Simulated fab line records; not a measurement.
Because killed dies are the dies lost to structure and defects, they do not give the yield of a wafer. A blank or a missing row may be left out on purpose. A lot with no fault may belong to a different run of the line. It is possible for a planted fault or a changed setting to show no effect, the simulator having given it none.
Which tool is to blame? + flow sky130 + 14 lots, 42 wafers sampled, at 2 steps of a route of 708

## WHAT THE GAUGES SHOWED, per wafer
Not one reading of a measure or inspect step in the record can be checked against a usual standard deviation.

## WHAT TOOL EACH LOT RAN ON (gives the tool, then ch and the chambers of the sampled wafers, and finally the start)
| lot  | SKY_LDD_N_IMPLANT_08            | SKY_LDD_N_STRIP_16                  |
|------|---------------------------------|-------------------------------------|
| L859 | implanter-04 ch 0, day 17 21:49 | plasmaAsher-03 ch 0,1, day 17 23:01 |
| L861 | implanter-03 ch 0, day 18 15:04 | plasmaAsher-03 ch 0,1, day 18 16:16 |
| L862 | implanter-03 ch 0, day 18 23:42 | plasmaAsher-03 ch 1, day 19 00:52   |
| L864 | implanter-04 ch 0, day 19 12:25 | plasmaAsher-03 ch 0,1, day 19 13:37 |
| L865 | implanter-02 ch 0, day 19 21:49 | plasmaAsher-03 ch 0,1, day 19 23:00 |
| L866 | implanter-02 ch 0, day 21 04:28 | plasmaAsher-02 ch 0,1, day 21 05:40 |
| L867 | implanter-04 ch 0, day 21 05:11 | plasmaAsher-02 ch 0,1, day 21 06:22 |
| L868 | implanter-02 ch 0, day 21 08:34 | plasmaAsher-01 ch 0,1, day 21 09:45 |
| L870 | implanter-02 ch 0, day 21 17:04 | plasmaAsher-01 ch 0,1, day 21 18:15 |
| L869 | implanter-03 ch 0, day 21 19:55 | plasmaAsher-01 ch 0,1, day 21 21:07 |
| L872 | implanter-03 ch 0, day 22 10:43 | plasmaAsher-01 ch 0,1, day 22 11:55 |
| L873 | implanter-03 ch 0, day 23 00:01 | plasmaAsher-02 ch 0,1, day 23 03:27 |
| L881 | implanter-04 ch 0, day 25 22:00 | plasmaAsher-01 ch 0,1, day 25 23:10 |
| L882 | implanter-04 ch 0, day 26 03:46 | plasmaAsher-01 ch 0,1, day 26 04:58 |
- SKY_LDD_N_IMPLANT_08
- SKY_LDD_N_STRIP_16: strips in O2/N2.

## WHAT THE TOOLS THEMSELVES READ (means of the sampled wafers that have a number; where no wafer has one, the mark that the record gives instead)
SKY_LDD_N_IMPLANT_08.
| lot  | tool         | doseIonsCm2 | faradayCurrentUA |
|------|--------------|-------------|------------------|
| L859 | implanter-04 | 7.493e+13   | 425              |
| L861 | implanter-03 | 7.506e+13   | 422              |
| L862 | implanter-03 | 7.505e+13   | 421              |
| L864 | implanter-04 | 7.491e+13   | 412              |
| L865 | implanter-02 | 7.499e+13   | 428              |
| L866 | implanter-02 | 7.503e+13   | 423              |
| L867 | implanter-04 | 7.491e+13   | 428              |
| L868 | implanter-02 | 7.496e+13   | 418              |
| L870 | implanter-02 | 7.500e+13   | 423              |
| L869 | implanter-03 | 7.496e+13   | 423              |
| L872 | implanter-03 | 4.619e+13   | 265              |
| L873 | implanter-03 | 4.628e+13   | 262              |
| L881 | implanter-04 | 7.492e+13   | 421              |
| L882 | implanter-04 | 7.506e+13   | 430              |

SKY_LDD_N_STRIP_16.
| lot  | tool           | drypumpMotorCurrentA (A) | oesProductAu (a.u.) | stripTimeToEndpointS (s) |
|------|----------------|--------------------------|---------------------|--------------------------|
| L859 | plasmaAsher-03 | 5.9                      | 0.402               | 4.317                    |
| L861 | plasmaAsher-03 | 5.6                      | 0.411               | 4.321                    |
| L862 | plasmaAsher-03 | 6.3                      | 0.411               | 4.354                    |
| L864 | plasmaAsher-03 | 5.6                      | 0.405               | 4.334                    |
| L865 | plasmaAsher-03 | 5.9                      | 0.405               | 4.340                    |
| L866 | plasmaAsher-02 | 5.8                      | 0.408               | 4.334                    |
| L867 | plasmaAsher-02 | 5.7                      | 0.409               | 4.318                    |
| L868 | plasmaAsher-01 | 5.9                      | 0.408               | 4.320                    |
| L870 | plasmaAsher-01 | 5.9                      | 0.408               | 4.331                    |
| L869 | plasmaAsher-01 | 5.9                      | 0.399               | 4.326                    |
| L872 | plasmaAsher-01 | 5.9                      | 0.406               | 4.263                    |
| L873 | plasmaAsher-02 | 5.8                      | 0.412               | 4.268                    |
| L881 | plasmaAsher-01 | 5.7                      | 0.406               | 4.344                    |
| L882 | plasmaAsher-01 | 5.7                      | 0.408               | 4.294                    |

## THE ANSWER, worked out from the rows above alone
Rule: usual is defined by the lots themselves. Put in order of their means at a reading, lots are off if they are a third of the lots or fewer, leave a main group of 4 or more, and stand apart from it by a gap of 3 or more times the standard deviation of the main group's means; of several such gaps the widest counts. Not used: any main group whose means are identical at the precision the tables above print for the reading. A lot without any number at a reading at which 4 lots or more have one is off too. Any other lot the step has rows for is counted as sound. First the gauges in route order, then the tools' own readings, where a lot's mean is used as printed above. At the first step where some lot is off, the reading lying furthest off is the one used; lots without a number count as furthest.
Off: L872, L873 (SKY_LDD_N_IMPLANT_08, doseIonsCm2). The main group: mean 7.498e+13, standard deviation 5.6e+10.
If a tool, at that step or one of the process steps before it, ran each lot that is off and ran no sound lot following the first of them, it fits. One fits: implanter-03 at SKY_LDD_N_IMPLANT_08. A fault onset in the window from L869 (day 21 19:55, its last sound lot) to L872 (day 22 10:43, its first lot off) fits.
The tool's own readings at SKY_LDD_N_IMPLANT_08 bear it out: on the lots that are off they differ by more than 5 times the standard deviation of the sound lots' means. doseIonsCm2 reads 4.624e+13 there against 7.498e+13 on the sound lots; faradayCurrentUA reads 264 there against 423 on the sound lots.

## WHAT THE SIMULATOR HAD PUT IN
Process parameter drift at SKY_LDD_N_IMPLANT_08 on implanter-03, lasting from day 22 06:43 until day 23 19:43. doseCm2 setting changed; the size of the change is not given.
Struck lots among those shown: L872, L873. The rule above reached the same finding.
